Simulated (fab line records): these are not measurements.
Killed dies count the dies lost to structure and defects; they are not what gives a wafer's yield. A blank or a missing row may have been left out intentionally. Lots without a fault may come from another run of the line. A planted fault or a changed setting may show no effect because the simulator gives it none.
Chamber matching | flow sky130 | SKY_CAPM_CVD_00 on pecvd-01 has 3 sister chambers
The step deposits SiO2, target thk 15.5 nm. 3 wafers are shown with their chamber, then 8 later ones without.

== WAFERS PAIRED WITH THEIR CHAMBERS ==
wafer  | chamber | heater-power-w (W)
L089.4 | 1       | 728
L089.6 | 0       | 702
L091.4 | 2       | 655

== WAFERS WHOSE CHAMBER IS MISSING ==
wafer  | heater-power-w (W)
L091.5 | 707
L091.6 | 664
L095.1 | 688
L095.3 | 656
L095.5 | 639
L096.2 | 739
L096.4 | 681
L096.6 | 737

== EACH ONE'S CHAMBER ==
wafer  | from the rows above     | in truth
L091.5 | can't be placed: 0 or 1 | 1
L091.6 | 2                       | 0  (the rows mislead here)
L095.1 | can't be placed: 0 or 2 | 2
L095.3 | 2                       | 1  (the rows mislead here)
L095.5 | 2                       | 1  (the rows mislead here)
L096.2 | 1                       | 1
L096.4 | can't be placed: 0 or 2 | 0
L096.6 | 1                       | 1
Correct placement for 2 of the 8. Not placeable from these rows: 3 (in 3, the candidates include the true chamber). Placed wrongly: 3.
How it was worked out, from the rows above alone: a wafer's distance from a chamber is the root of the sum, over the readings, of the square of ((its reading less the chamber's mean) divided by the reading's scatter). If the next closest chamber is less than 2 further off than the closest, the wafer can't be placed; otherwise it belongs to the closest. A chamber's mean is the mean of its shown wafers. The scatter (one wafer shown for each chamber): square how far every hidden wafer sits from the nearest shown wafer, average those squares and take the square root.
